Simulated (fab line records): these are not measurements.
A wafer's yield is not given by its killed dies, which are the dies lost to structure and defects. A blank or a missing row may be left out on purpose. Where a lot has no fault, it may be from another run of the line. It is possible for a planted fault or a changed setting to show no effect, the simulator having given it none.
Chamber matching :: flow sky130 :: rieDiel-03 running SKY_VIA4_ETCH_12: 4 sister chambers
The step etches SiO2 in C4F8/O2/Ar, stops on TiN, target depth 580 nm. 4 wafers are shown with their chamber, then 8 later ones without.

WAFERS PAIRED WITH THEIR CHAMBERS
wafer: L082.1
chamber: 1
oesProductAu (a.u.): 0.929

wafer: L086.2
chamber: 0
oesProductAu (a.u.): 0.910

wafer: L086.3
chamber: 2
oesProductAu (a.u.): 0.921

wafer: L090.1
chamber: 3
oesProductAu (a.u.): 0.929

WAFERS WITH NO CHAMBER GIVEN
wafer: L090.4
oesProductAu (a.u.): 0.923

wafer: L090.6
oesProductAu (a.u.): 0.925

wafer: L091.2
oesProductAu (a.u.): 0.929

wafer: L091.5
oesProductAu (a.u.): 0.924

wafer: L091.6
oesProductAu (a.u.): 0.922

wafer: L096.2
oesProductAu (a.u.): 0.925

wafer: L096.4
oesProductAu (a.u.): 0.929

wafer: L096.6
oesProductAu (a.u.): 0.924

EACH ONE'S CHAMBER
wafer: L090.4
from the rows above: can't be placed: 2 or 1 or 3
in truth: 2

wafer: L090.6
from the rows above: can't be placed: 1 or 2 or 3
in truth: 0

wafer: L091.2
from the rows above: can't be placed: 1 or 3
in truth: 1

wafer: L091.5
from the rows above: can't be placed: 2 or 1 or 3
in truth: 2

wafer: L091.6
from the rows above: 2
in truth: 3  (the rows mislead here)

wafer: L096.2
from the rows above: can't be placed: 1 or 2 or 3
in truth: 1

wafer: L096.4
from the rows above: can't be placed: 1 or 3
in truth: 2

wafer: L096.6
from the rows above: can't be placed: 2 or 1 or 3
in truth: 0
Placed correctly: 0 of 8. Cannot be placed on the basis of these rows: 7; the candidates contain the true chamber in 4. 1 placed wrongly.
How it was worked out, from the rows above alone: a wafer's distance from a chamber is the root of the sum, over the readings, of the square of ((its reading less the chamber's mean) divided by the reading's scatter). The wafer belongs to the nearest chamber; if the next one is less than 2 further off, it can't be placed. The mean given for a chamber averages the wafers shown for that chamber. The scatter: root of mean squared gap, hidden wafer to nearest shown wafer, with one shown wafer a chamber.
